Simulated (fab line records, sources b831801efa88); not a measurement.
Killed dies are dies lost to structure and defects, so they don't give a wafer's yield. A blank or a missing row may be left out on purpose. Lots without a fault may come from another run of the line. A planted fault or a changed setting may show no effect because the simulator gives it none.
Which tool did it? | flow gf180mcu | 24 lots, 72 wafers sampled, at 6 steps of a route of 602

WHAT THE GAUGES READ, wafer by wafer
GF_SALICIDE_THK_MEAS_05: measures by xrf. Usual: SALICIDE_TIN_THK 20.49 nm, standard deviation 0.3.
lot  | measured     | on            | SALICIDE_TIN_THK (nm) | flag
L074 | day 15 04:41 | film_metro-01 | 20.91 20.33 20.32     |
L075 | day 15 09:07 | film_metro-01 | 20.77 20.78 20.51     |
L076 | day 15 14:39 | film_metro-02 | 19.98 20.28 19.94     |
L077 | day 16 04:31 | film_metro-01 | 20.39 20.23 20.18     |
L078 | day 16 09:59 | film_metro-04 | 20.60 20.64 20.58     |
L079 | day 16 19:49 | film_metro-04 | 20.87 20.33 20.46     |
L080 | day 17 10:03 | film_metro-01 | 20.25 20.39 20.74     |
L081 | day 17 14:44 | film_metro-01 | 20.42 20.72 20.34     |
L082 | day 17 22:15 | film_metro-02 | 20.44 20.15 20.43     |
L083 | day 18 12:05 | film_metro-01 | 20.24 20.23 20.48     |
L084 | day 18 19:00 | film_metro-04 | 20.61 20.53 20.72     |
L085 | day 18 19:41 | film_metro-02 | 20.50 20.15 20.62     |
L086 | day 19 11:16 | film_metro-02 | 20.16 19.88 20.13     |
L087 | day 19 19:09 | film_metro-01 | 20.85 20.40 20.60     |
L088 | day 20 13:49 | film_metro-02 | 20.55 20.67 20.88     |
L089 | day 20 17:18 | film_metro-02 | 20.40 20.17 20.47     |
L090 | day 20 20:08 | film_metro-02 | 20.67 20.69 20.73     |
L091 | day 21 16:14 | film_metro-01 | 21.16 21.16 20.95     |
L092 | day 22 00:14 | film_metro-01 | 20.65 20.61 20.73     |
L093 | day 22 14:55 | film_metro-02 | 20.21 20.15 19.86     |
L094 | day 22 15:47 | film_metro-04 | 19.98 20.31 20.60     |
L095 | day 22 20:59 | film_metro-02 | 20.43 20.03 20.03     |
L096 | day 23 08:45 | film_metro-01 | 20.86 20.44 20.49     |
L097 | day 23 12:15 | film_metro-01 | 21.04 21.09 20.77     |

GF_V2_BOW_MEAS_05. Usual: V2_BOW 97 um, standard deviation 8.9.
lot  | measured     | on            | V2_BOW (um) | flag
L074 | day 19 06:08 | film_metro-01 | 90 96 96    |
L075 | day 19 12:28 | film_metro-04 | 101 100 113 |
L076 | day 19 19:35 | film_metro-03 | 104 95 91   |
L077 | day 20 11:03 | film_metro-03 | 88 97 100   |
L078 | day 20 14:51 | film_metro-03 | 90 104 97   |
L079 | day 21 05:46 | film_metro-04 | 105 91 97   |
L080 | day 21 17:38 | film_metro-04 | 101 94 85   |
L081 | day 21 21:46 | film_metro-01 | 82 91 86    |
L082 | day 22 07:21 | film_metro-04 | 92 90 88    |
L083 | day 22 19:34 | film_metro-03 | 97 104 101  |
L084 | day 23 00:50 | film_metro-03 | 96 98 98    |
L085 | day 23 02:13 | film_metro-01 | 97 106 102  |
L086 | day 23 16:59 | film_metro-03 | 101 102 103 |
L087 | day 24 01:07 | film_metro-04 | 108 111 93  |
L088 | day 24 17:50 | film_metro-04 | 108 97 96   |
L089 | day 24 20:52 | film_metro-04 | 87 94 101   |
L090 | day 24 21:29 | film_metro-04 | 118 107 106 |
L091 | day 25 17:16 | film_metro-01 | 83 85 77    |
L092 | day 26 00:05 | film_metro-01 | 110 88 107  |
L093 | day 26 14:08 | film_metro-03 | 89 99 87    |
L094 | day 26 14:53 | film_metro-03 | 108 113 122 |
L095 | day 26 19:20 | film_metro-03 | 84 90 101   |
L096 | day 27 06:17 | film_metro-03 | 89 95 86    |
L097 | day 27 08:41 | film_metro-01 | 85 86 103   |

GF_M4_OVL_MEAS_15. Usual: M4_OVL 4 nm, standard deviation 5.4.
lot  | measured     | on         | M4_OVL (nm) | flag
L074 | day 23 08:47 | overlay-01 | 5 -1 -1     |
L075 | day 23 16:35 | overlay-01 | 6 1 3       |
L076 | day 23 22:47 | overlay-01 | 9 6 -2      |
L077 | day 24 12:32 | overlay-02 | 4 6 9       |
L078 | day 24 17:02 | overlay-02 | 2 10 7      |
L079 | day 25 06:05 | overlay-01 | 5 4 16      |
L080 | day 25 17:08 | overlay-02 | 1 -7 -4     |
L081 | day 26 00:11 | overlay-01 | 5 11 8      |
L082 | day 26 03:26 | overlay-01 | 2 9 0       |
L083 | day 26 15:35 | overlay-01 | -1 3 -5     |
L084 | day 26 20:35 | overlay-01 | -4 7 10     |
L085 | day 26 22:07 | overlay-01 | 1 -2 -6     |
L086 | day 27 11:47 | overlay-01 | -4 -4 -3    |
L087 | day 27 18:08 | overlay-01 | 7 7 8       |
L088 | day 28 10:11 | overlay-02 | 10 15 14    |
L089 | day 28 11:26 | overlay-02 | 1 1 -4      |
L090 | day 28 12:50 | overlay-01 | 6 9 12      |
L091 | day 29 06:05 | overlay-01 | 5 7 5       |
L092 | day 29 12:32 | overlay-01 | 5 13 11     |
L093 | day 30 00:38 | overlay-01 | 0 14 7      |
L094 | day 30 01:44 | overlay-02 | 6 6 6       |
L095 | day 30 05:32 | overlay-01 | 6 6 8       |
L096 | day 30 15:00 | overlay-02 | -3 4 4      |
L097 | day 30 17:26 | overlay-02 | -4 6 5      |

GF_V4_THK_MEAS_25: measures by xrf. Usual: V4_W_THK 351 nm, standard deviation 5.8.
lot  | measured     | on            | V4_W_THK (nm) | flag
L074 | day 24 09:28 | film_metro-01 | 351 354 359   |
L075 | day 24 17:26 | film_metro-04 | 349 345 342   |
L076 | day 24 23:43 | film_metro-04 | 342 348 340   |
L077 | day 25 12:29 | film_metro-04 | 345 344 355   |
L078 | day 25 17:40 | film_metro-04 | 348 353 343   |
L079 | day 26 05:32 | film_metro-01 | 347 350 347   |
L080 | day 26 16:25 | film_metro-03 | 352 360 350   |
L081 | day 26 23:30 | film_metro-03 | 360 354 355   |
L082 | day 27 02:41 | film_metro-01 | 354 351 348   |
L083 | day 27 14:18 | film_metro-01 | 346 352 345   |
L084 | day 27 19:31 | film_metro-03 | 355 354 357   |
L085 | day 27 20:46 | film_metro-04 | 349 345 351   |
L086 | day 28 09:07 | film_metro-04 | 343 352 343   |
L087 | day 28 16:10 | film_metro-01 | 353 344 341   |
L088 | day 29 07:47 | film_metro-03 | 341 353 362   |
L089 | day 29 09:34 | film_metro-03 | 355 353 349   |
L090 | day 29 10:40 | film_metro-04 | 356 349 354   |
L091 | day 30 03:49 | film_metro-01 | 357 355 343   |
L092 | day 30 10:14 | film_metro-03 | 354 346 350   |
L093 | day 30 21:07 | film_metro-01 | 360 346 362   |
L094 | day 30 22:34 | film_metro-01 | 358 349 359   |
L095 | day 31 02:05 | film_metro-03 | 363 362 352   |
L096 | day 31 11:35 | film_metro-01 | 340 356 354   |
L097 | day 31 13:43 | film_metro-01 | 353 342 347   |

WHICH TOOL RAN EACH LOT (tool, then ch and the chambers of the sampled wafers, then the start)
lot  | GF_V2_CVD_02                    | GF_V2_CMP_26
L074 | pecvd-02 ch 0,1,2, day 19 05:42 | cmp-01 ch 1,2, day 20 07:17
L075 | pecvd-03 ch 0,1, day 19 11:51   | cmp-01 ch 0,2,3, day 20 14:01
L076 | pecvd-01 ch 0,1,2, day 19 19:00 | cmp-02 ch 0,2, day 20 21:01
L077 | pecvd-03 ch 0,1,2, day 20 10:36 | cmp-02 ch 1,3, day 21 12:49
L078 | pecvd-01 ch 0,2, day 20 14:24   | cmp-02 ch 1,2,3, day 21 16:33
L079 | pecvd-03 ch 0,1,2, day 21 05:18 | cmp-02 ch 0,3, day 22 06:46
L080 | pecvd-01 ch 1,2, day 21 17:13   | cmp-01 ch 0,2,3, day 22 18:10
L081 | pecvd-01 ch 0,2, day 21 21:20   | cmp-02 ch 0,1,3, day 22 22:13
L082 | pecvd-01 ch 1,2, day 22 06:54   | cmp-02 ch 0,1,3, day 23 07:28
L083 | pecvd-02 ch 0,1,2, day 22 19:08 | cmp-02 ch 0,2,3, day 23 19:13
L084 | pecvd-02 ch 0,2, day 23 00:23   | cmp-01 ch 1,3, day 24 00:31
L085 | pecvd-03 ch 0,1,2, day 23 01:46 | cmp-01 ch 0,2,3, day 24 02:08
L086 | pecvd-02 ch 0,1,2, day 23 16:33 | cmp-02 ch 1,2, day 24 16:40
L087 | pecvd-02 ch 0,1,2, day 24 00:25 | cmp-02 ch 1,3, day 25 00:28
L088 | pecvd-03 ch 0,2, day 24 17:23   | cmp-01 ch 0,2, day 25 16:59
L089 | pecvd-03 ch 0,1,2, day 24 20:09 | cmp-02 ch 1,2,3, day 25 19:20
L090 | pecvd-01 ch 0,1,2, day 24 21:03 | cmp-01 ch 0,2,3, day 25 20:49
L091 | pecvd-01 ch 0,1, day 25 16:50   | cmp-01 ch 2,3, day 26 15:23
L092 | pecvd-02 ch 0,2, day 25 23:38   | cmp-02 ch 0,3, day 26 22:15
L093 | pecvd-02 ch 0,1,2, day 26 13:42 | cmp-01 ch 1,2,3, day 27 12:17
L094 | pecvd-03 ch 0,1,2, day 26 14:27 | cmp-01 ch 0,1,3, day 27 13:14
L095 | pecvd-02 ch 0,1, day 26 18:54   | cmp-01 ch 0,1,3, day 27 17:01
L096 | pecvd-02 ch 0,1,2, day 27 05:52 | cmp-02 ch 1,2,3, day 28 03:49
L097 | pecvd-03 ch 0,1, day 27 08:14   | cmp-02 ch 0,1,3, day 28 05:31
- GF_V2_CVD_02: deposits SiO2 from TEOS, target thk 850 nm, time 94.851 s.
- GF_V2_CMP_26: polishes, stops on SiO2, t overpolish 15 s, target thk 0 nm.

WHAT THE TOOLS THEMSELVES READ (means of the sampled wafers that have a number; where no wafer has one, the mark that the record gives instead)
GF_V2_CVD_02. Usual: heater_power_w 713 W, standard deviation 97.
lot  | tool     | heater_power_w (W) | flag
L074 | pecvd-02 | 682                |
L075 | pecvd-03 | 782                |
L076 | pecvd-01 | 694                |
L077 | pecvd-03 | 691                |
L078 | pecvd-01 | 742                |
L079 | pecvd-03 | 719                |
L080 | pecvd-01 | 733                |
L081 | pecvd-01 | 713                |
L082 | pecvd-01 | 695                |
L083 | pecvd-02 | 674                |
L084 | pecvd-02 | 806                |
L085 | pecvd-03 | 648                |
L086 | pecvd-02 | 699                |
L087 | pecvd-02 | 685                |
L088 | pecvd-03 | 608                |
L089 | pecvd-03 | 715                |
L090 | pecvd-01 | 654                |
L091 | pecvd-01 | 780                |
L092 | pecvd-02 | 760                |
L093 | pecvd-02 | 655                |
L094 | pecvd-03 | 712                |
L095 | pecvd-02 | 641                |
L096 | pecvd-02 | 675                |
L097 | pecvd-03 | 819                |

GF_V2_CMP_26. Usual: motor_current_A 10.3 A, standard deviation 0.6; overpolish_run_s 15.001 s, standard deviation 0.0098; time_to_endpoint_s 83 s, standard deviation 3.8.
lot  | tool   | motor_current_A (A) | overpolish_run_s (s) | time_to_endpoint_s (s) | flag
L074 | cmp-01 | 10.3                | 15.010               | 87                     |
L075 | cmp-01 | 9.8                 | 15.003               | 84                     |
L076 | cmp-02 | 10.1                | 14.995               | 79                     |
L077 | cmp-02 | 10.7                | 14.998               | 83                     |
L078 | cmp-02 | 10.7                | 15.002               | 80                     |
L079 | cmp-02 | 10.9                | 15.006               | 84                     |
L080 | cmp-01 | 9.8                 | 14.995               | 87                     |
L081 | cmp-02 | 10.5                | 15.007               | 83                     |
L082 | cmp-02 | 10.5                | 14.997               | 81                     |
L083 | cmp-02 | 10.6                | 15.000               | 80                     |
L084 | cmp-01 | 10.0                | 14.994               | 86                     |
L085 | cmp-01 | 9.8                 | 15.007               | 87                     |
L086 | cmp-02 | 10.4                | 15.000               | 74                     |
L087 | cmp-02 | 10.7                | 15.004               | 80                     |
L088 | cmp-01 | 9.8                 | 15.010               | 81                     |
L089 | cmp-02 | 10.7                | 15.000               | 81                     |
L090 | cmp-01 | 10.1                | 14.998               | 82                     |
L091 | cmp-01 | 10.4                | 14.997               | 84                     |
L092 | cmp-02 | 10.3                | 15.013               | 84                     |
L093 | cmp-01 | 10.1                | 15.013               | 83                     |
L094 | cmp-01 | 10.0                | 15.002               | 85                     |
L095 | cmp-01 | 10.0                | 15.000               | 88                     |
L096 | cmp-02 | 10.8                | 14.999               | 87                     |
L097 | cmp-02 | 10.3                | 15.002               | 87                     |

THE ANSWER, worked out from the rows above alone
Rule: a lot is off if the mean of its wafers that have a number lies more than 3 standard deviations from the usual mean. A lot without any number at a reading at which 4 lots or more have one is off too. The other lots that the step has rows for count as sound. The gauges are gone through in route order, then the tools' own readings, and for those a lot's mean is taken as printed above. The first step at which some lot is off is used, and at that step the reading that is off furthest; a lot without a number counts as furthest.
No lot is off at any reading shown: from this, nothing can be told.

WHAT THE SIMULATOR HAD PUT IN
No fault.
